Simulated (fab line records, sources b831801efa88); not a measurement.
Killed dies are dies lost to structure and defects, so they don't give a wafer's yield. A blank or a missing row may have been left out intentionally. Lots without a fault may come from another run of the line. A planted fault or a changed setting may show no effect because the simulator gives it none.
fab line records ; flow sky130 ; part 1 of 2: steps 1 to 20 of 29
record lots=5; wafers=15; lastDay=49
route steps=708 shown VIA3@584 METAL4@598 CAP2M@603
lots that met no fault: from a run of the same line without faults
startH: hours from the record's opening day to when the first of the lot's shown wafers began ; waitH: time in hours since the lot's previous step ; " identical to the entry in the row above ; L1.1+2: several wafers, shown together as one row ; - no value, or no start given ; * or withheld: withheld ; < > ~ a bound
route shown NAME@n: a module of which the file shows steps, and the number in the route of the first ; usual: mean and standard deviation over wafers with no fault ; same: alike in all rows ; chamber/n: place in a boat ; sites: per-site readings ; _std_site: the values' standard deviation ; _edge_site: the outer-site mean with the inner-site mean subtracted ; radiusMm: how far each site lies from the wafer's centre ; mask NAME#n: copy n ; behind: tool/chamber where the wafer was last shaped ; hold: why the lot was held/for how many hours/how that ended ; device: the transistor (n, p or np) that didn't switch ; end of line: tests of these same wafers at the route's end ; for a step that has no rows: nothing shown but its recipe ; killed: dies lost to structure and defects at the first sort, not the wafer's yield ; map: per-die view of a wafer (x killed, . not killed, _ where there is no die)
set.NAME: the setting as run; set.NAME@STEP: as run at that earlier step ; model.NAME: the simulator's own value behind a step, which no gauge read
lots at selected steps of the route; one table per step, one row per wafer
services: when a tool's chamber went out of use (startH, in hours from the record's first day, below 0 if earlier), for how many hours, and the reason
## steps
# step SKY_VIA3_DEVELOP_11
# recipe developTimeS=60; resist=KrF-thick; devTempC=21
# usual resistLineTempC=23.01/0.12
lot.wafer;tool;chamber;startH;waitH;resistLineTempC
L075.3;lithoTrack-01;0;-;-;23.01
L075.5;lithoTrack-01;0;-;-;22.88
L075.6;lithoTrack-01;0;-;-;22.99
L082.2;lithoTrack-04;0;-;-;23.18
L082.3;lithoTrack-04;0;-;-;23.17
L082.5;lithoTrack-04;0;-;-;23.11
L083.2;lithoTrack-01;0;-;-;23.03
L083.3;lithoTrack-01;0;-;-;22.91
L083.6;lithoTrack-01;0;-;-;23.15
L087.1;lithoTrack-01;0;-;-;23.03
L087.3;lithoTrack-01;0;-;-;23.04
L087.6;lithoTrack-01;0;-;-;23.25
L091.1;lithoTrack-04;0;-;-;22.79
L091.3;lithoTrack-04;0;-;-;22.87
L091.5;lithoTrack-04;0;-;-;23.03
# step SKY_VIA3_CD_MEAS_12
# recipe targetCdNm=200
# usual cdNm=200.2/1.3
lot.wafer;tool;chamber;startH;waitH;cdNm
L075.3;cdSem-01;-;939.98;-;197.8
L075.5;cdSem-01;-;939.98;-;199.1
L075.6;cdSem-01;-;939.98;-;198.7
L082.2;cdSem-01;-;994.10;-;198.7
L082.3;cdSem-01;-;994.10;-;199.8
L082.5;cdSem-01;-;994.10;-;198.8
L083.2;cdSem-01;-;1000.86;-;199.3
L083.3;cdSem-01;-;1000.86;-;198.9
L083.6;cdSem-01;-;1000.86;-;200.1
L087.1;cdSem-01;-;1025.99;-;201.6
L087.3;cdSem-01;-;1025.99;-;199.4
L087.6;cdSem-01;-;1025.99;-;200.7
L091.1;cdSem-01;-;1057.73;-;201.2
L091.3;cdSem-01;-;1057.73;-;200.8
L091.5;cdSem-01;-;1057.73;-;201.0
# step SKY_VIA3_OVL_MEAS_13
# usual VIA3_OVL=-1/5.1
lot.wafer;tool;chamber;startH;waitH;VIA3_OVL[nm]
L075.3;overlay-02;-;940.07;0.1;7
L075.5;overlay-02;-;940.07;0.1;2
L075.6;overlay-02;-;940.07;0.1;7
L082.2;overlay-01;-;994.21;0.1;-3
L082.3;overlay-01;-;994.21;0.1;-3
L082.5;overlay-01;-;994.21;0.1;4
L083.2;overlay-02;-;1000.97;0.1;-3
L083.3;overlay-02;-;1000.97;0.1;-7
L083.6;overlay-02;-;1000.97;0.1;-2
L087.1;overlay-02;-;1026.11;0.1;8
L087.3;overlay-02;-;1026.11;0.1;3
L087.6;overlay-02;-;1026.11;0.1;6
L091.1;overlay-01;-;1057.85;0.1;-4
L091.3;overlay-01;-;1057.85;0.1;0
L091.5;overlay-01;-;1057.85;0.1;-1
# step SKY_VIA3_ETCH_14
# recipe chemistry=N2/H2; target=BARC; ionEnergyEv=200; sourceW=500; biasW=100; pressureMtorr=30; n2FlowSccm=100; h2FlowSccm=200; stopOn=SiO2; timeS=45.9; targetDepthA=600
# usual chamberPressureMTorr=29.998/0.027; drypumpMotorCurrentA=5.7/0.34; oesProductAu=0.855/0.0054; throttleValvePct=13.224/0.0092
lot.wafer;tool;chamber;startH;waitH;chamberPressureMTorr;drypumpMotorCurrentA;oesProductAu;rfHoursCounterH;throttleValvePct
L075.3;rieDiel-02;3;940.10;0.0;30.028;5.5;0.848;5;13.228
L075.5;rieDiel-02;3;940.10;0.0;29.956;5.5;0.856;-;13.223
L075.6;rieDiel-02;0;940.10;0.0;29.949;5.4;0.865;-;13.223
L082.2;rieDiel-04;0;994.24;0.0;29.972;6.2;0.856;1;13.205
L082.3;rieDiel-04;3;994.24;0.0;29.989;6.0;0.855;13;13.232
L082.5;rieDiel-04;1;994.24;0.0;30.016;6.0;0.854;-;13.235
L083.2;rieDiel-03;2;1001.00;0.0;29.994;5.2;0.854;12;13.203
L083.3;rieDiel-03;1;1001.00;0.0;30.019;5.8;0.853;18;13.220
L083.6;rieDiel-03;3;1001.00;0.0;30.014;6.0;0.845;-;13.231
L087.1;rieDiel-02;2;1026.15;0.0;30.000;5.3;0.844;11;13.227
L087.3;rieDiel-02;3;1026.15;0.0;29.958;5.5;0.844;8;13.228
L087.6;rieDiel-02;1;1026.15;0.0;29.990;5.8;0.852;-;13.227
L091.1;rieDiel-04;3;1057.89;0.0;30.008;6.0;0.861;15;13.240
L091.3;rieDiel-04;1;1057.89;0.0;29.975;6.0;0.863;14;13.229
L091.5;rieDiel-04;2;1057.89;0.0;30.003;5.2;0.856;-;13.230
# step SKY_VIA3_ETCH_15
# recipe target=SiO2; chemistry=C4F8/O2/Ar; targetDepthNm=507; stopOn=TiN; maskMaterial=KrF-thick; sourceW=1500; biasW=1200; pressureMtorr=40; c4f8FlowSccm=withheld; O2_flow_sccm=6; Ar_flow_sccm=300; timeS=78
# usual chamberPressureMTorr=40.00/0.035; oesProductAu=0.945/0.0047
lot.wafer;tool;chamber;startH;waitH;chamberPressureMTorr;oesProductAu;rfHoursCounterH
L075.3;rieDiel-02;3;940.14;0.0;39.99;0.940;5
L075.5;rieDiel-02;3;940.14;0.0;40.03;0.953;-
L075.6;rieDiel-02;0;940.14;0.0;39.99;0.949;-
L082.2;rieDiel-04;0;994.28;0.0;39.98;0.939;1
L082.3;rieDiel-04;3;994.28;0.0;39.99;0.952;13
L082.5;rieDiel-04;1;994.28;0.0;39.98;0.949;-
L083.2;rieDiel-03;2;1001.04;0.0;39.96;0.947;12
L083.3;rieDiel-03;1;1001.04;0.0;39.97;0.950;18
L083.6;rieDiel-03;3;1001.04;0.0;40.02;0.938;-
L087.1;rieDiel-02;2;1026.19;0.0;40.02;0.945;11
L087.3;rieDiel-02;3;1026.19;0.0;40.02;0.937;8
L087.6;rieDiel-02;1;1026.19;0.0;40.00;0.943;-
L091.1;rieDiel-04;3;1057.93;0.0;39.98;0.933;15
L091.3;rieDiel-04;1;1057.93;0.0;40.06;0.946;14
L091.5;rieDiel-04;2;1057.93;0.0;39.98;0.944;-
# step SKY_VIA3_STRIP_16
# recipe chemistry=O2/N2; powerW=1400; pressureMtorr=1500; platenTempC=withheld; o2FlowSccm=3000; n2FlowSccm=300; overashFraction=0.5
# usual chamberPressureMTorr=1500.0/1.3; drypumpMotorCurrentA=5.5/0.3; o2FlowSccm=3000/9.9; oesProductAu=0.402/0.0049; stripTimeToEndpointS=4.13/0.035
lot.wafer;tool;chamber;startH;waitH;chamberPressureMTorr;drypumpMotorCurrentA;o2FlowSccm;oesProductAu;rfHoursCounterH;stripTimeToEndpointS
L075.3;plasmaAsher-03;0;940.23;0.1;1499.8;5.6;2999;0.407;-;4.19
L075.5;plasmaAsher-03;0;940.23;0.1;1499.7;5.6;3009;0.410;-;4.18
L075.6;plasmaAsher-03;1;940.23;0.1;1499.9;5.5;3007;0.403;-;4.13
L082.2;plasmaAsher-03;1;994.34;0.0;1499.1;5.5;3012;0.401;88;4.16
L082.3;plasmaAsher-03;0;994.34;0.0;1500.9;5.6;2997;0.400;-;4.19
L082.5;plasmaAsher-03;1;994.34;0.0;1500.5;5.5;2991;0.395;-;4.13
L083.2;plasmaAsher-01;0;1001.10;0.0;1500.4;5.8;2991;0.406;24;4.12
L083.3;plasmaAsher-01;0;1001.10;0.0;1499.9;5.8;2992;0.409;-;4.17
L083.6;plasmaAsher-01;1;1001.10;0.0;1499.6;5.6;3014;0.404;-;4.13
L087.1;plasmaAsher-03;1;1026.25;0.0;1501.3;5.6;2995;0.402;91;4.17
L087.3;plasmaAsher-03;0;1026.25;0.0;1501.1;5.6;3001;0.398;-;4.12
L087.6;plasmaAsher-03;0;1026.25;0.0;1501.7;5.6;2996;0.405;-;4.08
L091.1;plasmaAsher-03;0;1057.99;0.0;1497.6;5.6;3006;0.398;94;4.15
L091.3;plasmaAsher-03;0;1057.99;0.0;1497.6;5.6;3013;0.397;-;4.18
L091.5;plasmaAsher-03;0;1057.99;0.0;1498.1;5.6;3013;0.400;-;4.14
# step SKY_VIA3_STRIP_17
# recipe chemistry=postEtchResidueRemover; timeS=1200; tempC=72.5
# usual bathHeatDutyPct=14.7/1.2
lot.wafer;tool;chamber;startH;waitH;bathHeatDutyPct
L075.3;wetBench-03;0;940.30;0.0;15.6
L075.5;wetBench-03;0;940.30;0.0;15.1
L075.6;wetBench-03;0;940.30;0.0;16.2
L082.2;wetBench-01;2;994.44;0.1;15.0
L082.3;wetBench-01;2;994.44;0.1;14.3
L082.5;wetBench-01;2;994.44;0.1;16.4
L083.2;wetBench-03;0;1001.38;0.3;17.1
L083.3;wetBench-03;0;1001.38;0.3;15.4
L083.6;wetBench-03;0;1001.38;0.3;15.2
L087.1;wetBench-03;0;1026.35;0.1;16.4
L087.3;wetBench-03;0;1026.35;0.1;17.1
L087.6;wetBench-03;0;1026.35;0.1;16.6
L091.1;wetBench-02;0;1058.09;0.1;13.2
L091.3;wetBench-02;0;1058.09;0.1;13.2
L091.5;wetBench-02;0;1058.09;0.1;13.0
# step SKY_VIA3_CLEAN_18
# recipe chemistry=IPA; timeS=180; tempC=25
# usual bathHeatDutyPct=6.2/0.7
lot.wafer;tool;chamber;startH;waitH;bathHeatDutyPct
L075.3;wetBench-01;2;940.64;0.0;7.5
L075.5;wetBench-01;2;940.64;0.0;6.4
L075.6;wetBench-01;2;940.64;0.0;7.6
L082.2;wetBench-02;2;994.81;0.0;6.9
L082.3;wetBench-02;2;994.81;0.0;6.3
L082.5;wetBench-02;2;994.81;0.0;5.9
L083.2;wetBench-02;3;1001.73;0.0;8.5
L083.3;wetBench-02;3;1001.73;0.0;7.4
L083.6;wetBench-02;3;1001.73;0.0;7.3
L087.1;wetBench-03;1;1026.69;0.0;5.8
L087.3;wetBench-03;1;1026.69;0.0;6.0
L087.6;wetBench-03;1;1026.69;0.0;5.3
L091.1;wetBench-03;1;1058.43;0.0;6.4
L091.3;wetBench-03;1;1058.43;0.0;6.6
L091.5;wetBench-03;1;1058.43;0.0;6.2
# step SKY_VIA3_CLEAN_19
# recipe chemistry=O3/DIW; dry=n2Spin
lot.wafer;tool;chamber;startH;waitH
L075.3+5+6;wetBench-03;3;940.70;0.0
L082.2+3+5;wetBench-03;0;994.88;0.0
L083.2+3+6;wetBench-03;2;1001.78;0.0
L087.1+3+6;wetBench-02;0;1026.75;0.0
L091.1+3+5;wetBench-03;3;1058.49;0.0
# step SKY_VIA3_SPUTTER_20
# recipe material=TiN; targetThkNm=20; chamberPressurePa=5; powerW=4000; timeS=80
# usual cathodeDcPowerW=3999.9/0.76; chamberPressurePa=4.999/0.01; throttleValvePct=30.0/0.9
lot.wafer;tool;chamber;startH;waitH;cathodeDcPowerW;chamberPressurePa;throttleValvePct
L075.3;pvdSputter-03;-;940.79;0.0;3999.0;4.997;29.9
L075.5;pvdSputter-03;-;940.79;0.0;4000.2;4.992;30.1
L075.6;pvdSputter-03;-;940.79;0.0;3998.7;4.995;29.8
L082.2;pvdSputter-02;-;994.97;0.0;4000.3;5.005;31.3
L082.3;pvdSputter-02;-;994.97;0.0;4000.3;4.990;31.7
L082.5;pvdSputter-02;-;994.97;0.0;3999.7;5.009;28.7
L083.2;pvdSputter-03;-;1001.88;0.0;3998.8;4.996;29.7
L083.3;pvdSputter-03;-;1001.88;0.0;4000.5;5.005;31.0
L083.6;pvdSputter-03;-;1001.88;0.0;3999.4;4.988;30.4
L087.1;pvdSputter-03;-;1026.84;0.0;4000.6;4.996;30.0
L087.3;pvdSputter-03;-;1026.84;0.0;4000.0;5.002;29.9
L087.6;pvdSputter-03;-;1026.84;0.0;3999.7;5.019;30.0
L091.1;pvdSputter-03;-;1058.58;0.0;3999.1;4.998;30.7
L091.3;pvdSputter-03;-;1058.58;0.0;4000.3;4.996;29.9
L091.5;pvdSputter-03;-;1058.58;0.0;4000.9;4.989;29.9
# step SKY_VIA3_CVD_21
# recipe material=W; targetThkNm=390; timeS=117.31; tempC=400; pressureTorr=40
# usual heaterPowerW=873/47; susceptorTempC=399.98/0.18
lot.wafer;tool;chamber;startH;waitH;heaterPowerW;susceptorTempC
L075.3;cvdW-01;1;940.89;0.1;937;400.16
L075.5;cvdW-01;1;940.89;0.1;902;399.89
L075.6;cvdW-01;0;940.89;0.1;831;400.07
L082.2;cvdW-01;0;995.03;0.0;854;399.73
L082.3;cvdW-01;1;995.03;0.0;927;400.22
L082.5;cvdW-01;1;995.03;0.0;905;400.07
L083.2;cvdW-01;0;1001.94;0.0;837;400.14
L083.3;cvdW-01;0;1001.94;0.0;862;399.74
L083.6;cvdW-01;1;1001.94;0.0;906;400.00
L087.1;cvdW-02;1;1026.90;0.0;936;399.68
L087.3;cvdW-02;0;1026.90;0.0;807;400.00
L087.6;cvdW-02;0;1026.90;0.0;794;399.86
L091.1;cvdW-01;0;1058.64;0.0;845;399.87
L091.3;cvdW-01;1;1058.64;0.0;890;400.01
L091.5;cvdW-01;1;1058.64;0.0;929;400.06
# step SKY_VIA3_RS_MEAS_22
# recipe thkMeasGauge=four-point-probe; reads=W_of_VIA3_CVD_21+TiN_of_VIA3_SPUTTER_20
# usual VIA3_W_RS=0.295/0.0031
lot.wafer;tool;chamber;startH;waitH;VIA3_W_RS[ohm/sq]
L075.3;filmMetro-01;-;941.01;0.1;0.295
L075.5;filmMetro-01;-;941.01;0.1;0.292
L075.6;filmMetro-01;-;941.01;0.1;0.296
L082.2;filmMetro-03;-;995.17;0.1;0.301
L082.3;filmMetro-03;-;995.17;0.1;0.296
L082.5;filmMetro-03;-;995.17;0.1;0.294
L083.2;filmMetro-01;-;1002.08;0.1;0.296
L083.3;filmMetro-01;-;1002.08;0.1;0.299
L083.6;filmMetro-01;-;1002.08;0.1;0.290
L087.1;filmMetro-01;-;1027.03;0.1;0.298
L087.3;filmMetro-01;-;1027.03;0.1;0.296
L087.6;filmMetro-01;-;1027.03;0.1;0.299
L091.1;filmMetro-02;-;1058.77;0.1;0.296
L091.3;filmMetro-02;-;1058.77;0.1;0.292
L091.5;filmMetro-02;-;1058.77;0.1;0.291
# step SKY_VIA3_THK_MEAS_23
# recipe thkMeasGauge=xrf; reads=W_of_VIA3_CVD_21
# usual VIA3_W_THK=404/5.7
lot.wafer;tool;chamber;startH;waitH;VIA3_W_THK[nm]
L075.3;filmMetro-01;-;941.11;0.1;404
L075.5;filmMetro-01;-;941.11;0.1;407
L075.6;filmMetro-01;-;941.11;0.1;402
L082.2;filmMetro-03;-;995.28;0.1;398
L082.3;filmMetro-03;-;995.28;0.1;404
L082.5;filmMetro-03;-;995.28;0.1;403
L083.2;filmMetro-01;-;1002.19;0.1;405
L083.3;filmMetro-01;-;1002.19;0.1;404
L083.6;filmMetro-01;-;1002.19;0.1;415
L087.1;filmMetro-01;-;1027.15;0.1;396
L087.3;filmMetro-01;-;1027.15;0.1;397
L087.6;filmMetro-01;-;1027.15;0.1;394
L091.1;filmMetro-02;-;1058.89;0.1;405
L091.3;filmMetro-02;-;1058.89;0.1;409
L091.5;filmMetro-02;-;1058.89;0.1;413
# step SKY_VIA3_CMP_24
# recipe stopOn=SiO2; tOverpolishS=20; downForcePsi=3.5; platenRpm=60; targetThkNm=0; padVelocityMS=0.94248
# usual motorCurrentA=11.6/1.1; overpolishRunS=20.000/0.0084; timeToEndpointS=94/3.4
lot.wafer;tool;chamber;startH;waitH;motorCurrentA;overpolishRunS;timeToEndpointS
L075.3;cmp-01;3;941.15;0.0;12.4;20.000;97
L075.6;cmp-01;3;941.15;0.0;12.1;20.003;98
L075.5;cmp-01;0;941.15;0.0;10.4;20.007;100
L082.3;cmp-02;0;995.74;0.4;10.0;20.001;91
L082.2;cmp-02;1;995.74;0.4;12.3;19.994;92
L082.5;cmp-02;1;995.74;0.4;12.4;20.000;96
L083.3;cmp-01;2;1003.07;0.9;13.2;19.994;94
L083.2;cmp-01;0;1003.07;0.9;10.8;19.993;92
L083.6;cmp-01;2;1003.07;0.9;14.7;19.996;95
L087.3;cmp-02;1;1027.21;0.0;11.9;20.008;95
L087.1;cmp-02;0;1027.21;0.0;10.0;20.002;94
L087.6;cmp-02;1;1027.21;0.0;11.7;19.989;92
L091.1;cmp-02;1;1058.95;0.1;12.0;19.998;90
L091.3;cmp-02;3;1058.95;0.1;11.5;20.007;95
L091.5;cmp-02;2;1058.95;0.1;12.2;20.002;95
# step SKY_METAL4_SPUTTER_00
# recipe material=Ti; targetThkNm=15; powerW=3000; timeS=10; chamberPressurePa=0.4
# usual cathodeDcPowerW=3000.0/0.55; chamberPressurePa=0.4001/0.00083; throttleValvePct=30.0/0.89
lot.wafer;tool;chamber;startH;waitH;cathodeDcPowerW;chamberPressurePa;throttleValvePct
L075.3;pvdSputter-01;-;941.45;0.2;3000.5;0.4009;29.3
L075.5;pvdSputter-01;-;941.45;0.2;2999.7;0.4018;29.2
L075.6;pvdSputter-01;-;941.45;0.2;3000.5;0.4000;29.0
L082.2;pvdSputter-01;-;996.04;0.2;3000.0;0.4007;28.8
L082.3;pvdSputter-01;-;996.04;0.2;2999.4;0.4017;30.9
L082.5;pvdSputter-01;-;996.04;0.2;3000.4;0.4003;30.7
L083.2;pvdSputter-04;-;1003.37;0.1;2999.1;0.3996;31.0
L083.3;pvdSputter-04;-;1003.37;0.1;3000.8;0.4001;29.1
L083.6;pvdSputter-04;-;1003.37;0.1;2999.8;0.3997;30.5
L087.1;pvdSputter-01;-;1027.51;0.1;2999.1;0.4008;29.3
L087.3;pvdSputter-01;-;1027.51;0.1;2999.6;0.4016;31.0
L087.6;pvdSputter-01;-;1027.51;0.1;3000.0;0.4000;30.8
L091.1;pvdSputter-01;-;1059.25;0.2;3000.0;0.3997;28.4
L091.3;pvdSputter-01;-;1059.25;0.2;2999.7;0.4009;29.3
L091.5;pvdSputter-01;-;1059.25;0.2;3000.7;0.3994;28.2
# step SKY_METAL4_SPUTTER_01
# recipe material=TiN; targetThkNm=20; powerW=6500; timeS=16.7; chamberPressurePa=0.4
# usual cathodeDcPowerW=6500.0/1.1; chamberPressurePa=0.4000/0.00079; throttleValvePct=30.0/0.88
lot.wafer;tool;chamber;startH;waitH;cathodeDcPowerW;chamberPressurePa;throttleValvePct
L075.3;pvdSputter-01;-;941.48;0.0;6497.8;0.4003;29.2
L075.5;pvdSputter-01;-;941.48;0.0;6500.2;0.4004;29.3
L075.6;pvdSputter-01;-;941.48;0.0;6501.2;0.3998;28.8
L082.2;pvdSputter-01;-;996.07;0.0;6500.3;0.4005;29.3
L082.3;pvdSputter-01;-;996.07;0.0;6501.2;0.3996;30.8
L082.5;pvdSputter-01;-;996.07;0.0;6500.1;0.4002;30.7
L083.2;pvdSputter-04;-;1003.39;0.0;6498.8;0.4005;31.2
L083.3;pvdSputter-04;-;1003.39;0.0;6502.4;0.4008;29.1
L083.6;pvdSputter-04;-;1003.39;0.0;6501.5;0.4000;31.0
L087.1;pvdSputter-01;-;1027.53;0.0;6499.7;0.4001;29.2
L087.3;pvdSputter-01;-;1027.53;0.0;6500.6;0.4000;31.0
L087.6;pvdSputter-01;-;1027.53;0.0;6499.1;0.4009;30.7
L091.1;pvdSputter-01;-;1059.27;0.0;6498.8;0.4001;28.4
L091.3;pvdSputter-01;-;1059.27;0.0;6500.2;0.4000;29.4
L091.5;pvdSputter-01;-;1059.27;0.0;6500.9;0.4011;28.6
# step SKY_METAL4_SPUTTER_02
# recipe material=AlCu; targetThkNm=735; powerW=10600; timeS=39.1; chamberPressurePa=0.4
# usual cathodeDcPowerW=10600/1.8; chamberPressurePa=0.4001/0.00086; throttleValvePct=29.9/0.88
lot.wafer;tool;chamber;startH;waitH;cathodeDcPowerW;chamberPressurePa;throttleValvePct
L075.3;pvdSputter-01;-;941.50;0.0;10600;0.3995;29.2
L075.5;pvdSputter-01;-;941.50;0.0;10599;0.3993;29.0
L075.6;pvdSputter-01;-;941.50;0.0;10597;0.3995;28.5
L082.2;pvdSputter-01;-;996.09;0.0;10602;0.3997;29.1
L082.3;pvdSputter-01;-;996.09;0.0;10601;0.3998;30.8
L082.5;pvdSputter-01;-;996.09;0.0;10602;0.3995;31.0
L083.2;pvdSputter-04;-;1003.41;0.0;10598;0.4005;30.9
L083.3;pvdSputter-04;-;1003.41;0.0;10599;0.4004;29.3
L083.6;pvdSputter-04;-;1003.41;0.0;10602;0.4003;30.6
L087.1;pvdSputter-01;-;1027.55;0.0;10599;0.4007;29.3
L087.3;pvdSputter-01;-;1027.55;0.0;10598;0.4000;30.6
L087.6;pvdSputter-01;-;1027.55;0.0;10601;0.4006;30.8
L091.1;pvdSputter-01;-;1059.30;0.0;10598;0.4018;28.3
L091.3;pvdSputter-01;-;1059.30;0.0;10601;0.3999;29.2
L091.5;pvdSputter-01;-;1059.30;0.0;10599;0.4014;28.4
# step SKY_METAL4_SPUTTER_03
# recipe material=Ti; targetThkNm=5; powerW=3000; timeS=3.3; chamberPressurePa=0.4
# usual cathodeDcPowerW=3000.0/0.56; chamberPressurePa=0.4001/0.00072; throttleValvePct=29.9/0.87
lot.wafer;tool;chamber;startH;waitH;cathodeDcPowerW;chamberPressurePa;throttleValvePct
L075.3;pvdSputter-01;-;941.54;0.0;2999.9;0.3992;29.2
L075.5;pvdSputter-01;-;941.54;0.0;3000.0;0.3992;29.3
L075.6;pvdSputter-01;-;941.54;0.0;3000.6;0.3990;28.6
L082.2;pvdSputter-01;-;996.13;0.0;3000.6;0.4011;29.3
L082.3;pvdSputter-01;-;996.13;0.0;3000.0;0.4003;30.5
L082.5;pvdSputter-01;-;996.13;0.0;2999.9;0.3985;30.9
L083.2;pvdSputter-04;-;1003.45;0.0;3000.0;0.3997;31.0
L083.3;pvdSputter-04;-;1003.45;0.0;2999.5;0.3995;29.3
L083.6;pvdSputter-04;-;1003.45;0.0;3000.0;0.3998;30.4
L087.1;pvdSputter-01;-;1027.59;0.0;2999.7;0.4010;29.2
L087.3;pvdSputter-01;-;1027.59;0.0;2999.1;0.4009;30.6
L087.6;pvdSputter-01;-;1027.59;0.0;2999.8;0.4018;30.8
L091.1;pvdSputter-01;-;1059.33;0.0;3000.4;0.3991;28.5
L091.3;pvdSputter-01;-;1059.33;0.0;3000.8;0.4002;29.3
L091.5;pvdSputter-01;-;1059.33;0.0;2999.8;0.3998;28.6
# step SKY_METAL4_SPUTTER_04
# recipe material=TiN; targetThkNm=70; powerW=6500; timeS=58.3; chamberPressurePa=0.4
# usual cathodeDcPowerW=6499.9/1.2; chamberPressurePa=0.4000/0.00072; throttleValvePct=29.9/0.9
lot.wafer;tool;chamber;startH;waitH;cathodeDcPowerW;chamberPressurePa;throttleValvePct
L075.3;pvdSputter-01;-;941.56;0.0;6498.5;0.4001;29.4
L075.5;pvdSputter-01;-;941.56;0.0;6499.3;0.3995;29.1
L075.6;pvdSputter-01;-;941.56;0.0;6500.3;0.3996;28.4
L082.2;pvdSputter-01;-;996.15;0.0;6500.6;0.3998;29.2
L082.3;pvdSputter-01;-;996.15;0.0;6497.5;0.3988;30.7
L082.5;pvdSputter-01;-;996.15;0.0;6499.6;0.4001;30.6
L083.2;pvdSputter-04;-;1003.47;0.0;6502.2;0.3984;31.2
L083.3;pvdSputter-04;-;1003.47;0.0;6499.6;0.3986;29.2
L083.6;pvdSputter-04;-;1003.47;0.0;6498.8;0.4005;30.8
L087.1;pvdSputter-01;-;1027.61;0.0;6501.3;0.4016;29.0
L087.3;pvdSputter-01;-;1027.61;0.0;6499.9;0.3995;30.8
L087.6;pvdSputter-01;-;1027.61;0.0;6499.2;0.3995;30.8
L091.1;pvdSputter-01;-;1059.35;0.0;6498.4;0.4015;28.4
L091.3;pvdSputter-01;-;1059.35;0.0;6500.7;0.3997;29.2
L091.5;pvdSputter-01;-;1059.35;0.0;6500.3;0.4013;28.3
# step SKY_CAP2M_CVD_00
# recipe material=SiO2; targetThkNm=15.5; tempC=400; timeS=withheld; rfW=450
# usual heaterPowerW=739/91; susceptorTempC=399.99/0.2
lot.wafer;tool;chamber;startH;waitH;heaterPowerW;susceptorTempC
L075.3;pecvd-01;2;941.61;0.0;771;399.63
L075.5;pecvd-01;2;941.61;0.0;786;399.88
L075.6;pecvd-01;0;941.61;0.0;762;399.88
L082.2;pecvd-03;0;996.20;0.0;859;400.38
L082.3;pecvd-03;2;996.20;0.0;854;400.03
L082.5;pecvd-03;0;996.20;0.0;860;400.02
L083.2;pecvd-01;0;1003.52;0.0;762;400.17
L083.3;pecvd-01;2;1003.52;0.0;782;399.96
L083.6;pecvd-01;0;1003.52;0.0;779;400.02
L087.1;pecvd-04;0;1027.66;0.0;599;399.97
L087.3;pecvd-04;1;1027.66;0.0;522;399.77
L087.6;pecvd-04;1;1027.66;0.0;517;399.88
L091.1;pecvd-01;2;1059.40;0.0;691;399.67
L091.3;pecvd-01;0;1059.40;0.0;642;400.08
L091.5;pecvd-01;2;1059.40;0.0;717;399.89
